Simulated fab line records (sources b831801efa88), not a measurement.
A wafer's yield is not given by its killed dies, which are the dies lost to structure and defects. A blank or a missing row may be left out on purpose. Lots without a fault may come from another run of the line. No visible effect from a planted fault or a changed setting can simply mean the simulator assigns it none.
The tool behind it: which one? / flow gf180mcu / 14 lots with 42 wafers sampled at 5 steps, on a route of 602 steps

== WHAT EACH GAUGE READ, for each wafer ==
GF_V2_RS_MEAS_24: measurement is done with a four-point probe. Usual: V2_W_RS typically reads 0.330 ohm/sq, with standard deviation 0.003.
lot=L175; measured=day 20 05:02; on=film-metro-03; V2_W_RS (ohm/sq)=0.327 0.335 0.333; flag=
lot=L176; measured=day 20 12:27; on=film-metro-03; V2_W_RS (ohm/sq)=0.332 0.333 0.332; flag=
lot=L182; measured=day 22 20:22; on=film-metro-03; V2_W_RS (ohm/sq)=0.327 0.330 0.338; flag=
lot=L184; measured=day 23 15:17; on=film-metro-03; V2_W_RS (ohm/sq)=0.330 0.332 0.332; flag=
lot=L185; measured=day 23 20:47; on=film-metro-03; V2_W_RS (ohm/sq)=0.332 0.328 0.327; flag=
lot=L189; measured=day 25 08:27; on=film-metro-03; V2_W_RS (ohm/sq)=0.325 0.331 0.329; flag=
lot=L190; measured=day 25 16:33; on=film-metro-02; V2_W_RS (ohm/sq)=0.327 0.328 0.330; flag=
lot=L191; measured=day 26 01:07; on=film-metro-03; V2_W_RS (ohm/sq)=0.329 0.330 0.330; flag=
lot=L192; measured=day 26 06:02; on=film-metro-02; V2_W_RS (ohm/sq)=0.332 0.331 0.332; flag=
lot=L193; measured=day 26 14:47; on=film-metro-03; V2_W_RS (ohm/sq)=0.332 0.329 0.331; flag=
lot=L194; measured=day 26 22:50; on=film-metro-03; V2_W_RS (ohm/sq)=0.332 0.330 0.328; flag=
lot=L196; measured=day 27 13:56; on=film-metro-04; V2_W_RS (ohm/sq)=0.330 0.327 0.333; flag=
lot=L197; measured=day 27 18:52; on=film-metro-04; V2_W_RS (ohm/sq)=0.325 0.326 0.331; flag=
lot=L198; measured=day 27 21:43; on=film-metro-04; V2_W_RS (ohm/sq)=0.329 0.329 0.331; flag=

GF_V3_CD_MEAS_14: target cd 260 nm. Usual: cd-nm reads 260.1 nm (standard deviation 1).
lot=L175; measured=day 22 06:36; on=cd-sem-01; cd-nm (nm)=260.8 261.5 259.9; flag=
lot=L176; measured=day 22 14:34; on=cd-sem-02; cd-nm (nm)=260.5 260.5 259.7; flag=
lot=L182; measured=day 24 20:47; on=cd-sem-02; cd-nm (nm)=260.2 260.5 260.7; flag=
lot=L184; measured=day 25 13:54; on=cd-sem-02; cd-nm (nm)=257.6 259.1 259.7; flag=
lot=L185; measured=day 25 19:36; on=cd-sem-01; cd-nm (nm)=260.3 260.1 261.0; flag=
lot=L189; measured=day 27 04:10; on=cd-sem-02; cd-nm (nm)=259.4 258.3 259.6; flag=
lot=L190; measured=day 27 12:18; on=cd-sem-01; cd-nm (nm)=261.9 260.4 260.7; flag=
lot=L191; measured=day 27 19:22; on=cd-sem-02; cd-nm (nm)=260.2 260.1 259.9; flag=
lot=L192; measured=day 28 00:06; on=cd-sem-02; cd-nm (nm)=259.9 259.8 260.3; flag=
lot=L193; measured=day 28 09:39; on=cd-sem-01; cd-nm (nm)=258.2 258.7 258.8; flag=
lot=L194; measured=day 28 15:40; on=cd-sem-02; cd-nm (nm)=261.4 261.1 260.8; flag=
lot=L196; measured=day 29 06:44; on=cd-sem-02; cd-nm (nm)=261.9 260.1 261.4; flag=
lot=L197; measured=day 29 11:17; on=cd-sem-01; cd-nm (nm)=260.8 259.6 259.4; flag=
lot=L198; measured=day 29 14:58; on=cd-sem-02; cd-nm (nm)=258.0 257.4 257.9; flag=

GF_V4_CD_MEAS_14: target cd 260 nm. Usual: cd-nm reads 259.3 nm (standard deviation 1.1).
lot=L175; measured=day 24 07:12; on=cd-sem-02; cd-nm (nm)=260.8 259.8 259.6; flag=
lot=L176; measured=day 24 16:28; on=cd-sem-01; cd-nm (nm)=258.3 258.4 257.9; flag=
lot=L182; measured=day 26 18:43; on=cd-sem-02; cd-nm (nm)=259.9 259.7 259.2; flag=
lot=L184; measured=day 27 10:06; on=cd-sem-02; cd-nm (nm)=261.1 260.8 259.6; flag=
lot=L185; measured=day 27 15:36; on=cd-sem-02; cd-nm (nm)=257.4 259.3 257.5; flag=
lot=L189; measured=day 28 22:37; on=cd-sem-01; cd-nm (nm)=259.0 259.4 260.1; flag=
lot=L190; measured=day 29 06:02; on=cd-sem-01; cd-nm (nm)=257.4 258.0 257.4; flag=
lot=L191; measured=day 29 13:16; on=cd-sem-02; cd-nm (nm)=258.3 259.1 258.2; flag=
lot=L192; measured=day 29 17:30; on=cd-sem-01; cd-nm (nm)=259.1 259.5 258.8; flag=
lot=L193; measured=day 30 01:30; on=cd-sem-02; cd-nm (nm)=258.6 257.9 257.7; flag=
lot=L194; measured=day 30 07:52; on=cd-sem-02; cd-nm (nm)=261.6 261.4 260.8; flag=
lot=L196; measured=day 30 21:32; on=cd-sem-02; cd-nm (nm)=259.5 259.4 257.0; flag=
lot=L197; measured=day 31 01:51; on=cd-sem-02; cd-nm (nm)=258.9 261.1 259.1; flag=
lot=L198; measured=day 31 06:00; on=cd-sem-01; cd-nm (nm)=260.4 259.5 259.1; flag=

== WHAT TOOL EACH LOT RAN ON (gives the tool, then ch and the chambers of the sampled wafers, and finally the start) ==
lot=L175; GF_HV_LDD_COAT_41=litho-track-02 ch 0, day 11 22:12; GF_HV_LDD_STRIP_49=plasma-asher-03 ch 0,1, day 12 08:46
lot=L176; GF_HV_LDD_COAT_41=litho-track-04 ch 0, day 12 01:50; GF_HV_LDD_STRIP_49=plasma-asher-03 ch 0,1, day 12 12:43
lot=L182; GF_HV_LDD_COAT_41=litho-track-04 ch 0, day 14 04:32; GF_HV_LDD_STRIP_49=plasma-asher-03 ch 0,1, day 14 15:21
lot=L184; GF_HV_LDD_COAT_41=litho-track-04 ch 0, day 14 20:09; GF_HV_LDD_STRIP_49=plasma-asher-01 ch 0,1, day 15 07:39
lot=L185; GF_HV_LDD_COAT_41=litho-track-02 ch 0, day 15 01:57; GF_HV_LDD_STRIP_49=plasma-asher-02 ch 0,1, day 15 12:55
lot=L189; GF_HV_LDD_COAT_41=litho-track-02 ch 0, day 16 14:38; GF_HV_LDD_STRIP_49=plasma-asher-02 ch 0,1, day 17 02:40
lot=L190; GF_HV_LDD_COAT_41=litho-track-02 ch 0, day 16 19:21; GF_HV_LDD_STRIP_49=plasma-asher-03 ch 0,1, day 17 07:28
lot=L191; GF_HV_LDD_COAT_41=litho-track-02 ch 0, day 17 05:53; GF_HV_LDD_STRIP_49=plasma-asher-03 ch 1, day 17 17:09
lot=L192; GF_HV_LDD_COAT_41=litho-track-01 ch 0, day 17 13:45; GF_HV_LDD_STRIP_49=plasma-asher-02 ch 0,1, day 18 01:16
lot=L193; GF_HV_LDD_COAT_41=litho-track-02 ch 0, day 17 20:57; GF_HV_LDD_STRIP_49=plasma-asher-03 ch 0,1, day 18 09:33
lot=L194; GF_HV_LDD_COAT_41=litho-track-04 ch 0, day 18 05:38; GF_HV_LDD_STRIP_49=plasma-asher-01 ch 1, day 18 17:24
lot=L196; GF_HV_LDD_COAT_41=litho-track-04 ch 0, day 18 23:39; GF_HV_LDD_STRIP_49=plasma-asher-03 ch 0,1, day 19 12:48
lot=L197; GF_HV_LDD_COAT_41=litho-track-04 ch 0, day 19 04:03; GF_HV_LDD_STRIP_49=plasma-asher-01 ch 0,1, day 19 16:52
lot=L198; GF_HV_LDD_COAT_41=litho-track-04 ch 0, day 19 12:17; GF_HV_LDD_STRIP_49=plasma-asher-02 ch 0,1, day 20 00:32
- GF_HV_LDD_COAT_41: resist thk 1000 nm.
- GF_HV_LDD_STRIP_49: strips in O2/N2.

== WHAT THE TOOLS THEMSELVES READ (means of the sampled wafers that have a number; where no wafer has one, the mark that the record gives instead) ==
GF_HV_LDD_STRIP_49. Usual: drypump-motor-current-A 6.0 A, standard deviation 0.4; heater-power-w 330 W, standard deviation 25; oes-product-au 0.716 a.u., standard deviation 0.0046; strip-time-to-endpoint-s 12.63 s, standard deviation 0.035.
lot=L175; tool=plasma-asher-03; drypump-motor-current-A (A)=6.1; heater-power-w (W)=328; oes-product-au (a.u.)=0.715; strip-time-to-endpoint-s (s)=12.63; flag=
lot=L176; tool=plasma-asher-03; drypump-motor-current-A (A)=6.3; heater-power-w (W)=316; oes-product-au (a.u.)=0.717; strip-time-to-endpoint-s (s)=12.61; flag=
lot=L182; tool=plasma-asher-03; drypump-motor-current-A (A)=6.1; heater-power-w (W)=327; oes-product-au (a.u.)=0.712; strip-time-to-endpoint-s (s)=12.15; flag=OFF
lot=L184; tool=plasma-asher-01; drypump-motor-current-A (A)=5.7; heater-power-w (W)=330; oes-product-au (a.u.)=0.719; strip-time-to-endpoint-s (s)=12.14; flag=OFF
lot=L185; tool=plasma-asher-02; drypump-motor-current-A (A)=5.6; heater-power-w (W)=323; oes-product-au (a.u.)=0.718; strip-time-to-endpoint-s (s)=12.63; flag=
lot=L189; tool=plasma-asher-02; drypump-motor-current-A (A)=5.5; heater-power-w (W)=326; oes-product-au (a.u.)=0.716; strip-time-to-endpoint-s (s)=12.66; flag=
lot=L190; tool=plasma-asher-03; drypump-motor-current-A (A)=6.1; heater-power-w (W)=331; oes-product-au (a.u.)=0.714; strip-time-to-endpoint-s (s)=12.64; flag=
lot=L191; tool=plasma-asher-03; drypump-motor-current-A (A)=5.9; heater-power-w (W)=339; oes-product-au (a.u.)=0.711; strip-time-to-endpoint-s (s)=12.68; flag=
lot=L192; tool=plasma-asher-02; drypump-motor-current-A (A)=5.5; heater-power-w (W)=320; oes-product-au (a.u.)=0.713; strip-time-to-endpoint-s (s)=12.63; flag=
lot=L193; tool=plasma-asher-03; drypump-motor-current-A (A)=6.3; heater-power-w (W)=324; oes-product-au (a.u.)=0.716; strip-time-to-endpoint-s (s)=12.59; flag=
lot=L194; tool=plasma-asher-01; drypump-motor-current-A (A)=5.5; heater-power-w (W)=312; oes-product-au (a.u.)=0.715; strip-time-to-endpoint-s (s)=12.60; flag=
lot=L196; tool=plasma-asher-03; drypump-motor-current-A (A)=6.1; heater-power-w (W)=333; oes-product-au (a.u.)=0.714; strip-time-to-endpoint-s (s)=12.60; flag=
lot=L197; tool=plasma-asher-01; drypump-motor-current-A (A)=5.8; heater-power-w (W)=329; oes-product-au (a.u.)=0.713; strip-time-to-endpoint-s (s)=12.63; flag=
lot=L198; tool=plasma-asher-02; drypump-motor-current-A (A)=5.6; heater-power-w (W)=325; oes-product-au (a.u.)=0.715; strip-time-to-endpoint-s (s)=12.66; flag=

== THE ANSWER, worked out from the rows above alone ==
Rule: lot off if the mean of its wafers having a number is beyond 3 standard deviations from the usual mean. Also off: a lot with no number at a reading for which 4 or more lots have one. Where the step has rows for the other lots, those lots are counted as sound. The gauges are gone through in route order, then the tools' own readings, and for those a lot's mean is taken as printed above. The first step at which some lot is off is used, and at that step the reading that is off furthest; a lot without a number counts as furthest.
Off: L182, L184, at GF_HV_LDD_STRIP_49 (strip-time-to-endpoint-s).
A tool fits if, at that step or a process step before it, it ran every lot that is off, and no sound lot after the first of them. None of those tried fits.

== WHAT THE SIMULATOR PUT IN ==
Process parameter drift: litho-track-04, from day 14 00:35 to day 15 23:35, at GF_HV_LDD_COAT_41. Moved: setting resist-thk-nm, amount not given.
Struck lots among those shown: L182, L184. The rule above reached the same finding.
